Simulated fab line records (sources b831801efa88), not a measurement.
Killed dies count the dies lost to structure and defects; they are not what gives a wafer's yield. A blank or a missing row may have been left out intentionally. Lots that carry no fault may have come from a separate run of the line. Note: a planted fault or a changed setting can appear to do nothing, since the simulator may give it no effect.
fab line records	flow sky130
record: lots: 7	wafers: 21	last-day: 50
route steps=708 shown METAL4@627 VIA4@639 PAD_OPEN@708
lots that met no fault: taken from a fault-free run of the same line
start-h: the number of hours between the record's first day and the start of the first shown wafer of the lot	wait-h: how many hours have passed since the lot's step before this one	" unchanged from the row above	L1.1+2: a row that stands for several wafers	- no value, or no start was given	* or withheld: withheld	< > ~ a bound
route shown NAME@n: NAME is a module with steps in the file, n the number in the route of the first one	usual: average and standard deviation across the fault-free wafers	same: alike in all rows	chamber/n: place in a boat	sites: each site's reading	_std_site: the values' standard deviation	_edge_site: mean of outer sites minus mean of inner sites	radius-mm: how far each site lies from the wafer's centre	mask NAME#n: copy n	behind: the most recent tool/chamber to have shaped the wafer	hold: why the lot was held/for how many hours/how that ended	device: which transistor (n, p or np) failed to switch	end of line: tests of these same wafers at the route's end	for a step that has no rows: nothing shown but its recipe	killed: dies lost to structure and defects at the first sort, not the wafer's yield	map: dies across one wafer; x = killed, . = not, _ = none there
set.NAME: the setting the step ran with; set.NAME@STEP: the setting that earlier step ran with	model.NAME: the simulator's own value behind a step, which no gauge read
lots seen at some steps along the route; tables by step, rows by wafer
services: when a tool's chamber went out of use (start-h, in hours from the record's first day, below 0 if earlier), for how many hours, and the reason
== steps ==
step: SKY_METAL4_PEB_11
recipe: peb-temp-c: withheld	peb-time-s: withheld	resist: KrF-thick
step: SKY_METAL4_DEVELOP_12
recipe: develop-time-s: 60	resist: KrF-thick	dev-temp-c: 21
step: SKY_METAL4_CD_MEAS_13
recipe: target-cd-nm: 300
usual: cd-nm: 301.0/1.4
lot.wafer	tool	chamber	start-h	wait-h	cd-nm
L933.1	cd-sem-01	-	973.76	-	301.6
L933.3	"	-	"	"	300.8
L933.6	"	-	"	"	301.3
L936.3	cd-sem-02	-	998.59	-	302.1
L936.5	"	-	"	"	302.3
L936.6	"	-	"	"	304.0
L944.1	cd-sem-02	-	1055.75	-	299.8
L944.3	"	-	"	"	298.7
L944.6	"	-	"	"	298.7
L945.1	cd-sem-02	-	1063.14	-	300.2
L945.3	"	-	"	"	301.2
L945.6	"	-	"	"	300.7
L946.1	cd-sem-02	-	1064.90	-	302.2
L946.4	"	-	"	"	302.9
L946.6	"	-	"	"	302.0
L950.2	cd-sem-01	-	1092.07	-	299.5
L950.3	"	-	"	"	298.1
L950.4	"	-	"	"	300.9
L954.2	cd-sem-01	-	1118.53	-	298.9
L954.3	"	-	"	"	299.5
L954.6	"	-	"	"	300.5
step: SKY_METAL4_OVL_MEAS_14
usual: METAL4_OVL: 1/5.4
lot.wafer	tool	chamber	start-h	wait-h	METAL4_OVL[nm]
L933.1	overlay-02	-	973.88	0.1	-2
L933.3	"	-	"	"	2
L933.6	"	-	"	"	3
L936.3	overlay-01	-	998.69	0.1	0
L936.5	"	-	"	"	0
L936.6	"	-	"	"	-12
L944.1	overlay-01	-	1055.87	0.1	-11
L944.3	"	-	"	"	-13
L944.6	"	-	"	"	-7
L945.1	overlay-01	-	1063.26	0.1	7
L945.3	"	-	"	"	6
L945.6	"	-	"	"	4
L946.1	overlay-02	-	1065.02	0.1	4
L946.4	"	-	"	"	8
L946.6	"	-	"	"	3
L950.2	overlay-02	-	1092.18	0.1	-2
L950.3	"	-	"	"	1
L950.4	"	-	"	"	0
L954.2	overlay-01	-	1118.64	0.1	-2
L954.3	"	-	"	"	-2
L954.6	"	-	"	"	1
step: SKY_METAL4_DESCUM_15
recipe: chemistry: O2	source-power-w: 150	bias-power-w: 0	pressure-mtorr: 10	temp-c: 40	time-s: 8
usual: chamber-pressure-mTorr: 9.999/0.008	drypump-motor-current-A: 6.0/0.49	oes-product-au: 1.002/0.01
same: time-s: 8
lot.wafer	tool	chamber	start-h	wait-h	chamber-pressure-mTorr	drypump-motor-current-A	oes-product-au	rf-hours-counter-h
L933.1	rie-metal-02	1	973.92	0.0	9.997	5.3	1.000	15
L933.3	"	1	"	"	9.993	5.3	1.001	-
L933.6	"	1	"	"	10.015	5.3	0.998	-
L936.3	rie-metal-04	0	998.72	0.0	9.986	6.0	1.008	-
L936.5	"	0	"	"	9.995	6.0	1.019	-
L936.6	"	1	"	"	9.989	6.6	0.997	-
L944.1	rie-metal-01	1	1055.91	0.0	9.983	6.6	0.997	22
L944.3	"	1	"	"	10.000	6.7	0.986	-
L944.6	"	1	"	"	10.001	6.7	0.996	-
L945.1	rie-metal-04	0	1063.29	0.0	10.005	6.1	1.016	15
L945.3	"	1	"	"	10.004	6.6	0.996	-
L945.6	"	0	"	"	9.996	6.0	1.003	-
L946.1	rie-metal-04	0	1065.06	0.0	10.014	6.0	1.002	15
L946.4	"	1	"	"	10.001	6.6	0.998	-
L946.6	"	1	"	"	9.987	6.6	0.993	-
L950.2	rie-metal-02	0	1092.21	0.0	10.017	5.9	1.004	13
L950.3	"	0	"	"	9.983	5.9	1.002	-
L950.4	"	1	"	"	9.997	5.2	1.007	-
L954.2	rie-metal-01	1	1118.67	0.0	10.000	6.6	1.001	27
L954.3	"	0	"	"	10.001	5.9	0.988	-
L954.6	"	1	"	"	9.982	6.7	0.992	-
step: SKY_METAL4_ETCH_16
recipe: chemistry: N2/H2	target: BARC	ion-energy-ev: 200	bias-w: 100	pressure-mtorr: 30	n2-flow-sccm: 100	h2-flow-sccm: 200	icp-w: 500	stop-on: SiO2	time-s: 88.2	target-depth-a: 600
usual: chamber-pressure-mTorr: 30.003/0.027	drypump-motor-current-A: 6.0/0.49	n2-flow-sccm: 100.0/0.3	oes-product-au: 0.626/0.0048	throttle-valve-pct: 13.204/0.0089
same: time-s: 88.2
lot.wafer	tool	chamber	start-h	wait-h	chamber-pressure-mTorr	drypump-motor-current-A	n2-flow-sccm	oes-product-au	rf-hours-counter-h	throttle-valve-pct
L933.1	rie-metal-02	1	973.95	0.0	30.022	5.2	100.5	0.624	15	13.218
L933.3	"	1	"	"	29.972	5.3	100.3	0.623	-	13.200
L933.6	"	1	"	"	30.028	5.3	100.8	0.633	-	13.206
L936.3	rie-metal-04	0	998.80	0.1	30.029	6.0	99.7	0.627	-	13.191
L936.5	"	0	"	"	30.005	6.0	100.0	0.628	-	13.203
L936.6	"	1	"	"	29.984	6.6	100.4	0.633	-	13.212
L944.1	rie-metal-01	1	1055.94	0.0	30.035	6.7	100.1	0.622	22	13.192
L944.3	"	1	"	"	29.998	6.7	99.7	0.618	-	13.196
L944.6	"	1	"	"	29.978	6.7	100.1	0.624	-	13.209
L945.1	rie-metal-04	0	1063.33	0.0	30.023	6.1	100.4	0.625	15	13.197
L945.3	"	1	"	"	30.002	6.6	99.6	0.622	-	13.204
L945.6	"	0	"	"	30.014	6.0	100.0	0.623	-	13.198
L946.1	rie-metal-04	0	1065.09	0.0	29.985	6.0	100.0	0.623	15	13.219
L946.4	"	1	"	"	30.021	6.6	100.0	0.624	-	13.214
L946.6	"	1	"	"	30.021	6.7	99.7	0.615	-	13.208
L950.2	rie-metal-02	0	1092.24	0.0	30.001	5.9	100.7	0.629	13	13.199
L950.3	"	0	"	"	29.952	5.9	100.2	0.624	-	13.203
L950.4	"	1	"	"	29.991	5.3	99.5	0.634	-	13.197
L954.2	rie-metal-01	1	1118.70	0.0	29.995	6.6	100.1	0.625	27	13.209
L954.3	"	0	"	"	30.003	5.9	99.6	0.627	-	13.199
L954.6	"	1	"	"	29.972	6.7	100.2	0.627	-	13.192
step: SKY_METAL4_ETCH_17
recipe: target: SiO2	stop-on: TiN	chemistry: C4F8/O2/Ar	source-w: 1500	bias-w: 1200	pressure-mtorr: 40	c4f8-flow-sccm: withheld	O2_flow_sccm: 6	Ar_flow_sccm: 300	time-s: 3.9	target-depth-a: 150
usual: chamber-pressure-mTorr: 40.00/0.038	oes-product-au: 0.753/0.0058
same: time-s: 3.9
lot.wafer	tool	chamber	start-h	wait-h	chamber-pressure-mTorr	oes-product-au	rf-hours-counter-h
L933.1	rie-diel-01	1	974.05	0.1	39.97	0.742	0
L933.3	"	0	"	"	40.07	0.759	14
L933.6	"	3	"	"	40.01	0.756	-
L936.3	rie-diel-01	0	998.88	0.0	40.02	0.756	14
L936.5	"	1	"	"	39.97	0.744	-
L936.6	"	0	"	"	39.98	0.755	-
L944.1	rie-diel-01	1	1056.04	0.1	39.98	0.746	3
L944.3	"	0	"	"	40.01	0.759	16
L944.6	"	3	"	"	40.01	0.748	-
L945.1	rie-diel-04	1	1063.42	0.1	39.96	0.747	8
L945.3	"	3	"	"	39.97	0.755	11
L945.6	"	2	"	"	40.02	0.747	-
L946.1	rie-diel-04	3	1065.19	0.1	40.05	0.754	11
L946.4	"	2	"	"	39.97	0.757	6
L946.6	"	1	"	"	40.00	0.766	-
L950.2	rie-diel-04	0	1092.34	0.1	39.97	0.753	15
L950.3	"	1	"	"	39.93	0.755	10
L950.4	"	3	"	"	40.00	0.754	12
L954.2	rie-diel-04	0	1118.80	0.1	40.01	0.752	16
L954.3	"	2	"	"	39.99	0.751	8
L954.6	"	1	"	"	39.97	0.755	-
step: SKY_METAL4_METAL_ETCH_18
recipe: target-depth-a: 8450	stop-on: SiO2	over-etch-frac: 0.3	time-s: 183.1	chemistry: Cl2/BCl3	resist-sidewall-deg: 88	pressure-mtorr: 10	icp-w: 900	bias-w: 48.5	Cl2_flow_sccm: 60	bcl3-flow-sccm: 30
usual: chamber-pressure-mTorr: 10.000/0.0088	drypump-motor-current-A: 6.1/0.49	oes-product-au: 0.866/0.0059	throttle-valve-pct: 22.265/0.0089
same: time-s: 183.1
lot.wafer	tool	chamber	start-h	wait-h	chamber-pressure-mTorr	drypump-motor-current-A	oes-product-au	rf-hours-counter-h	throttle-valve-pct
L933.1	rie-metal-01	1	974.07	0.0	9.988	6.7	0.872	15	22.260
L933.3	"	1	"	"	9.999	6.7	0.877	-	22.258
L933.6	"	1	"	"	10.008	6.7	0.864	-	22.255
L936.3	rie-metal-02	0	998.96	0.1	9.989	5.9	0.868	-	22.261
L936.5	"	1	"	"	9.996	5.3	0.869	-	22.275
L936.6	"	0	"	"	10.006	5.9	0.866	-	22.264
L944.1	rie-metal-02	0	1056.06	0.0	10.007	5.9	0.872	11	22.267
L944.3	"	0	"	"	9.988	5.9	0.872	-	22.277
L944.6	"	0	"	"	9.995	5.9	0.869	-	22.271
L945.1	rie-metal-02	0	1063.44	0.0	9.988	5.9	0.864	11	22.241
L945.3	"	1	"	"	10.010	5.3	0.862	-	22.268
L945.6	"	1	"	"	10.009	5.3	0.863	-	22.257
L946.1	rie-metal-02	1	1065.21	0.0	10.001	5.3	0.862	20	22.264
L946.4	"	1	"	"	10.003	5.3	0.862	-	22.255
L946.6	"	0	"	"	9.999	5.9	0.865	-	22.256
L950.2	rie-metal-01	0	1092.36	0.0	10.006	5.9	0.861	12	22.266
L950.3	"	0	"	"	10.008	5.9	0.849	-	22.246
L950.4	"	1	"	"	9.998	6.7	0.855	-	22.261
L954.2	rie-metal-02	1	1118.82	0.0	10.011	5.3	0.853	24	22.267
L954.3	"	0	"	"	9.993	5.9	0.867	-	22.261
L954.6	"	1	"	"	10.007	5.3	0.867	-	22.266
step: SKY_METAL4_STRIP_19
recipe: chemistry: O2/N2	power-w: 1400	pressure-mtorr: 1500	platen-temp-c: withheld	o2-flow-sccm: 3000	n2-flow-sccm: 300	overash-fraction: 0.5
usual: chamber-pressure-mTorr: 1500.1/1.4	drypump-motor-current-A: 5.6/0.42	n2-flow-sccm: 300.1/0.94	oes-product-au: 0.501/0.0053	strip-time-to-endpoint-s: 6.50/0.071
lot.wafer	tool	chamber	start-h	wait-h	chamber-pressure-mTorr	drypump-motor-current-A	n2-flow-sccm	oes-product-au	rf-hours-counter-h	strip-time-to-endpoint-s
L933.1	plasma-asher-01	1	974.42	0.3	1498.1	6.0	300.6	0.505	53	6.56
L933.3	"	1	"	"	1498.6	6.0	301.5	0.502	-	6.61
L933.6	"	0	"	"	1502.7	5.2	300.5	0.499	-	6.58
L936.3	plasma-asher-01	0	999.11	0.1	1500.1	5.2	299.8	0.505	-	6.51
L936.5	"	0	"	"	1500.1	5.2	300.7	0.497	-	6.48
L936.6	"	1	"	"	1497.0	6.0	300.6	0.496	-	6.46
L944.1	plasma-asher-04	0	1056.24	0.1	1501.6	5.6	299.0	0.497	33	6.46
L944.3	"	1	"	"	1500.4	5.0	300.7	0.507	-	6.49
L944.6	"	0	"	"	1498.8	5.6	299.2	0.500	-	6.43
L945.1	plasma-asher-04	0	1063.62	0.1	1499.4	5.6	300.0	0.497	34	6.47
L945.3	"	0	"	"	1499.1	5.6	299.3	0.503	-	6.49
L945.6	"	1	"	"	1499.4	5.0	299.9	0.499	-	6.44
L946.1	plasma-asher-01	0	1065.39	0.1	1496.5	5.2	301.3	0.500	63	6.46
L946.4	"	1	"	"	1500.2	6.1	301.5	0.497	-	6.48
L946.6	"	1	"	"	1499.1	6.0	300.9	0.497	-	6.44
L950.2	plasma-asher-03	0	1092.54	0.1	1502.4	6.1	299.8	0.503	90	6.57
L950.3	"	1	"	"	1500.2	5.3	300.2	0.506	-	6.57
L950.4	"	0	"	"	1500.9	6.1	299.8	0.497	-	6.58
L954.2	plasma-asher-03	0	1119.00	0.1	1502.9	6.1	301.4	0.506	93	6.45
L954.3	"	1	"	"	1500.5	5.4	300.9	0.503	-	6.50
L954.6	"	1	"	"	1500.3	5.3	300.2	0.497	-	6.52
step: SKY_METAL4_STRIP_20
recipe: chemistry: post-etch-residue-remover	time-s: 1200	temp-c: 72.5
step: SKY_METAL4_CLEAN_21
recipe: chemistry: IPA	time-s: 180	temp-c: 25
step: SKY_METAL4_CLEAN_22
recipe: chemistry: O3/DIW	dry: n2-spin
step: SKY_VIA4_HDPCVD_00
recipe: material: SiO2	target-thk-nm: 1750	sigma-open-frac: 0.3	time-s: 291.7	temp-c: 400	sih4-flow-sccm: 60	pressure-mtorr: 6
lot.wafer	tool	chamber	start-h	wait-h	model.SiO2_of_VIA4_HDPCVD_00.thk-nm
L933.1	hdpcvd-01	1	975.36	0.0	1765
L933.3	"	2	"	"	1779
L933.6	"	0	"	"	1753
L936.3	hdpcvd-02	0	999.78	0.0	1740
L936.5	"	0	"	"	1737
L936.6	"	1	"	"	1766
L944.1	hdpcvd-02	1	1056.83	0.0	1194
L944.3	"	2	"	"	1220
L944.6	"	1	"	"	1724
L945.1	hdpcvd-02	1	1064.26	0.0	1203
L945.3	"	0	"	"	1209
L945.6	"	1	"	"	1748
L946.1+4	hdpcvd-02	1,0	1065.98	0.0	1198
L946.6	"	1	"	"	1729
L950.2	hdpcvd-01	1	1093.13	0.0	1747
L950.3	"	0	"	"	1759
L950.4	"	1	"	"	1750
L954.2	hdpcvd-01	2	1119.62	0.0	1775
L954.3	"	1	"	"	1751
L954.6	"	2	"	"	1796
step: SKY_VIA4_THK_MEAS_01
recipe: reads: SiO2_of_VIA4_HDPCVD_00
usual: VIA4_HDPCVD_THK: 1752/17
lot.wafer	tool	chamber	start-h	wait-h	VIA4_HDPCVD_THK[nm]
L933.1	film-metro-02	-	975.54	0.1	1763
L933.3	"	-	"	"	1777
L933.6	"	-	"	"	1753
L936.3	film-metro-04	-	999.98	0.1	1741
L936.5	"	-	"	"	1738
L936.6	"	-	"	"	1765
L944.1	film-metro-01	-	1057.01	0.1	1194
L944.3	"	-	"	"	1219
L944.6	"	-	"	"	1724
L945.1	film-metro-04	-	1064.44	0.1	1203
L945.3	"	-	"	"	1209
L945.6	"	-	"	"	1749
L946.1	film-metro-01	-	1066.16	0.1	1197
L946.4	"	-	"	"	1197
L946.6	"	-	"	"	1727
L950.2	film-metro-01	-	1093.32	0.1	1747
L950.3	"	-	"	"	1760
L950.4	"	-	"	"	1750
L954.2	film-metro-04	-	1119.81	0.1	1776
L954.3	"	-	"	"	1752
L954.6	"	-	"	"	1794
step: SKY_VIA4_CMP_02
recipe: material: SiO2	down-force-psi: 4	platen-rpm: 60	pad-velocity-m-s: 0.94248
step: SKY_PAD_OPEN_PROBE_99
usual: defect-limited-yield: 82.7/2	killed_at_M0_to_M3: 42/7.7	killed_at_M4_up: 3.1/1.9	killed-at-contacts: 24/4.9	killed-at-front-end: 15/4.6	killed-at-other: 0.3/0.51	killed-dies: 85/9.9	killed-open: 47/7.1	killed-short: 38/6.7
same: gross-dies: 492	killed-at-back-side: 0
lot.wafer	tool	chamber	start-h	wait-h	defect-limited-yield[%]	killed_at_M0_to_M3	killed_at_M4_up	killed-at-contacts	killed-at-front-end	killed-at-other	killed-dies	killed-open	killed-short	model.etest.tester.sort-n-pass	model.etest.tester.sort-yield-pct	model.etest.tester.sort_bin_3_pct	model.etest.met5-comb.leak-log10-a-um	model.etest.tester.sort_bin_8_pct
L933.1	prober-02	-	1071.67	0.1	82.9	42	3	27	12	0	84	47	37	408	82.93	0.4065	-11.88	0
L933.3	prober-02	-	1071.77	0.2	81.9	52	5	17	14	1	89	48	41	403	81.91	1.016	-11.82	0
L933.6	prober-02	-	1071.92	0.2	82.1	38	6	31	13	0	88	51	37	404	82.11	1.423	-12.01	0
L936.3	prober-02	-	1093.12	0.2	82.3	43	5	26	13	0	87	52	35	405	82.32	1.016	-12.04	0
L936.5	prober-02	-	1093.22	0.2	80.7	49	3	22	21	0	95	47	46	397	80.69	1.423	-11.9	0
L936.6	prober-02	-	1093.27	0.2	81.7	48	4	25	13	0	90	58	30	402	81.71	0.4065	-11.94	0
L944.1	prober-02	-	1142.11	0.1	84.3	42	3	15	17	0	77	47	30	224	45.53	40.24	-6.991	1.378e-07
L944.3	prober-02	-	1142.21	0.2	80.5	44	3	29	19	1	96	48	47	237	48.17	33.33	-7.157	5.353e-07
L944.6	prober-02	-	1142.36	0.2	84.6	35	6	27	8	0	76	33	43	416	84.55	0.813	-11.99	0
L945.1	prober-01	-	1149.34	0.1	82.7	41	2	23	19	0	85	54	30	242	49.19	34.55	-7.003	9.773e-08
L945.3	prober-01	-	1149.44	0.2	83.5	42	6	11	22	0	81	34	45	240	48.78	35.37	-7.024	7.363e-08
L945.6	prober-01	-	1149.59	0.2	85.2	24	2	22	24	1	73	45	27	419	85.16	0.813	-11.95	0
L946.1	prober-02	-	1150.53	0.1	85.4	35	6	22	9	0	72	47	25	252	51.22	34.76	-6.961	0.0003549
L946.4	prober-02	-	1150.68	0.2	82.9	39	2	31	12	0	84	56	28	215	43.7	40.04	-6.984	0.0001135
L946.6	prober-02	-	1150.78	0.2	81.1	54	6	24	9	0	93	46	46	399	81.1	1.22	-12.04	0
L950.2	prober-02	-	1173.58	0.1	78.9	49	4	30	21	0	104	69	34	388	78.86	0.6098	-12.07	0
L950.3	prober-02	-	1173.63	0.2	83.9	31	2	29	16	1	79	49	28	413	83.94	0	-12.1	0
L950.4	prober-02	-	1173.68	0.2	78.9	49	5	29	21	0	104	51	53	388	78.86	2.439	-11.99	0
L954.2	prober-02	-	1195.23	0.1	81.1	52	2	19	20	0	93	50	43	399	81.1	0.813	-11.99	0
L954.3	prober-02	-	1195.28	0.2	82.5	49	1	21	15	0	86	44	42	406	82.52	1.626	-12.01	0
L954.6	prober-02	-	1195.43	0.2	79.5	51	2	24	22	2	101	58	41	391	79.47	0.4065	-12.07	0
killed by level:class
L933.1 VIA1:geometric-particle:open=9 LI_CONTACT:geometric-particle:open=9 CONTACT:geometric-particle:open=8 METAL1:geometric-particle:short=8 VIA3:geometric-particle:open=7 LI_CONTACT:geometric-particle:short=5 VIA1:geometric-particle:short=5 VIA2:geometric-particle:open=5
L933.3 VIA1:geometric-particle:open=14 METAL1:geometric-particle:short=8 FIELD_ISO:geometric-particle:open=7 CONTACT:geometric-particle:open=7 METAL2:geometric-particle:short=7 VIA2:geometric-particle:open=5 VIA1:geometric-particle:short=4 LI_CONTACT:geometric-particle:open=4
L933.6 LI_CONTACT:geometric-particle:open=10 VIA1:geometric-particle:open=9 CONTACT:geometric-particle:open=7 VIA3:geometric-particle:open=7 FIELD_ISO:geometric-particle:open=6 CONTACT:geometric-particle:short=6 LI_CONTACT:geometric-particle:short=5 METAL2:geometric-particle:short=5
L936.3 CONTACT:geometric-particle:open=13 VIA1:geometric-particle:open=12 LI_CONTACT:geometric-particle:open=8 METAL1:geometric-particle:short=7 METAL2:geometric-particle:short=6 VIA2:geometric-particle:open=5 FIELD_ISO:geometric-particle:open=4 POLY_GATE:geometric-particle:short=4
L936.5 VIA1:geometric-particle:open=14 FIELD_ISO:geometric-particle:short=7 CONTACT:geometric-particle:open=7 VIA1:geometric-particle:short=7 LI_CONTACT:geometric-particle:open=6 VIA2:geometric-particle:open=6 LOCAL_INTERCONNECT:geometric-particle:short=5 METAL2:geometric-particle:short=5
L936.6 VIA1:geometric-particle:open=16 CONTACT:geometric-particle:open=10 LI_CONTACT:geometric-particle:open=9 VIA3:geometric-particle:open=6 METAL2:geometric-particle:short=5 VIA2:geometric-particle:short=5 VIA2:geometric-particle:open=5 FIELD_ISO:geometric-particle:open=4
L944.1 VIA3:geometric-particle:open=11 VIA1:geometric-particle:open=8 VIA2:geometric-particle:open=6 FIELD_ISO:geometric-particle:open=4 FIELD_ISO:geometric-particle:short=4 CONTACT:geometric-particle:short=4 METAL2:geometric-particle:short=4 POLY_GATE:geometric-particle:short=3
L944.3 VIA1:geometric-particle:open=10 VIA3:geometric-particle:open=8 CONTACT:geometric-particle:open=7 LI_CONTACT:geometric-particle:short=6 LI_CONTACT:geometric-particle:open=6 CONTACT:geometric-particle:short=6 VIA2:geometric-particle:open=6 FIELD_ISO:geometric-particle:short=5
L944.6 CONTACT:geometric-particle:open=10 VIA1:geometric-particle:short=6 LI_CONTACT:geometric-particle:open=5 CONTACT:geometric-particle:short=5 VIA3:geometric-particle:open=5 METAL2:geometric-particle:short=4 VIA2:geometric-particle:short=4 METAL4:geometric-particle:short=4
L945.1 VIA1:geometric-particle:open=15 LI_CONTACT:geometric-particle:open=9 CONTACT:geometric-particle:open=8 VIA2:geometric-particle:open=6 POLY_GATE:geometric-particle:open=5 METAL2:geometric-particle:short=5 FIELD_ISO:geometric-particle:short=4 POLY_GATE:geometric-particle:short=4
L945.3 VIA1:geometric-particle:open=13 FIELD_ISO:geometric-particle:short=6 METAL1:geometric-particle:short=6 VIA2:geometric-particle:open=5 POLY_GATE:geometric-particle:open=5 METAL4:geometric-particle:short=5 METAL2:geometric-particle:short=5 LI_CONTACT:geometric-particle:short=4
L945.6 LI_CONTACT:geometric-particle:open=10 CONTACT:geometric-particle:open=7 FIELD_ISO:geometric-particle:short=6 POLY_GATE:geometric-particle:open=6 VIA1:geometric-particle:open=6 FIELD_ISO:geometric-particle:open=4 METAL2:geometric-particle:short=4 VIA2:geometric-particle:open=4
L946.1 VIA1:geometric-particle:open=12 CONTACT:geometric-particle:open=9 VIA2:geometric-particle:open=8 LI_CONTACT:geometric-particle:open=5 METAL4:geometric-particle:short=5 CONTACT:geometric-particle:short=5 FIELD_ISO:geometric-particle:open=4 POLY_GATE:geometric-particle:open=3
L946.4 CONTACT:geometric-particle:open=17 VIA1:geometric-particle:open=10 LI_CONTACT:geometric-particle:open=7 VIA3:geometric-particle:open=6 POLY_GATE:geometric-particle:short=5 METAL2:geometric-particle:short=5 VIA2:geometric-particle:open=5 POLY_GATE:geometric-particle:open=4
L946.6 CONTACT:geometric-particle:open=11 VIA1:geometric-particle:short=10 VIA1:geometric-particle:open=10 METAL2:geometric-particle:short=9 VIA2:geometric-particle:open=7 VIA3:geometric-particle:short=6 CONTACT:geometric-particle:short=5 LI_CONTACT:geometric-particle:open=4
L950.2 VIA1:geometric-particle:open=15 CONTACT:geometric-particle:open=15 VIA3:geometric-particle:open=8 LI_CONTACT:geometric-particle:open=7 FIELD_ISO:geometric-particle:open=6 VIA1:geometric-particle:short=6 VIA2:geometric-particle:open=6 POLY_GATE:geometric-particle:short=5
L950.3 CONTACT:geometric-particle:open=10 VIA3:geometric-particle:open=9 VIA1:geometric-particle:open=8 VIA2:geometric-particle:open=6 LOCAL_INTERCONNECT:geometric-particle:short=5 CONTACT:geometric-particle:short=5 FIELD_ISO:geometric-particle:short=4 LI_CONTACT:geometric-particle:open=4
L950.4 CONTACT:geometric-particle:open=10 LI_CONTACT:geometric-particle:open=9 VIA1:geometric-particle:open=9 VIA3:geometric-particle:open=7 VIA3:geometric-particle:short=7 VIA1:geometric-particle:short=6 METAL2:geometric-particle:short=6 METAL4:geometric-particle:short=5
L954.2 VIA1:geometric-particle:open=10 METAL1:geometric-particle:short=7 VIA3:geometric-particle:open=7 VIA2:geometric-particle:open=6 LI_CONTACT:geometric-particle:open=6 CONTACT:geometric-particle:open=6 FIELD_ISO:geometric-particle:open=5 VIA2:geometric-particle:short=5
L954.3 VIA1:geometric-particle:open=10 VIA3:geometric-particle:open=8 CONTACT:geometric-particle:open=7 VIA1:geometric-particle:short=5 FIELD_ISO:geometric-particle:open=5 FIELD_ISO:geometric-particle:short=5 CONTACT:geometric-particle:short=5 METAL1:geometric-particle:short=5
L954.6 VIA1:geometric-particle:open=15 CONTACT:geometric-particle:open=13 VIA2:geometric-particle:open=7 FIELD_ISO:geometric-particle:open=6 FIELD_ISO:geometric-particle:short=6 POLY_GATE:geometric-particle:open=5 VIA1:geometric-particle:short=5 METAL1:geometric-particle:short=5
== services ==
tool	chamber	start-h	hours	kind
hdpcvd-01	-	950.25	15.0	pm
hdpcvd-01	0	950.25	15.0	vent-cycle
hdpcvd-01	1	950.25	15.0	vent-cycle
hdpcvd-01	2	950.25	15.0	vent-cycle
plasma-asher-04	-	950.83	1.7	repair
hdpcvd-01	0	965.25	-	clean
hdpcvd-01	1	965.25	-	clean
rie-metal-02	-	966.62	2.8	pm
rie-diel-01	1	986.80	9.4	repair
rie-diel-01	1	1005.88	9.0	repair
hdpcvd-02	2	1009.69	3.7	repair
rie-diel-04	0	1010.75	2.0	repair
rie-diel-04	-	1015.01	4.6	repair
rie-diel-04	2	1015.78	3.3	repair
hdpcvd-02	0	1019.95	4.9	repair
rie-metal-04	-	1026.02	0.4	repair
rie-metal-04	1	1035.49	5.6	repair
plasma-asher-04	-	1039.85	5.7	repair
plasma-asher-01	-	1042.12	5.5	repair
rie-diel-04	3	1043.56	8.8	repair
plasma-asher-03	-	1059.28	12.8	pm
plasma-asher-01	-	1069.16	0.4	repair
plasma-asher-01	-	1091.55	2.4	repair
rie-diel-04	3	1098.87	11.8	repair
== key ==
first-sign: step: SKY_VIA4_THK_MEAS_01	reading: VIA4_HDPCVD_THK	direction: down	sigmas: 33	usual: 1752	struck: 1203
effect none on later readings
model-effect: step: SKY_VIA4_HDPCVD_00	value: SiO2_of_VIA4_HDPCVD_00.thk-nm	without: 1734	struck: 1204
model-effect: step: SKY_PAD_OPEN_PROBE_99	value: etest.tester.sort-n-pass	without: 409.5	struck: 235
met-at SKY_VIA4_HDPCVD_00
struck-wafers L944.1,L944.3,L945.1,L945.3,L946.1,L946.4
onset-between 999.78 1056.83
fault: kind: process-parameter-drift	tool: hdpcvd-02	chamber: -	onset-h: 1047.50	steps: SKY_VIA4_HDPCVD_00	channel: target-thk-nm	offset: -529.88	shape: step	end-h: 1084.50	scope: struck-wafers-only	acts-in: these-recipes-only	stated: 1750
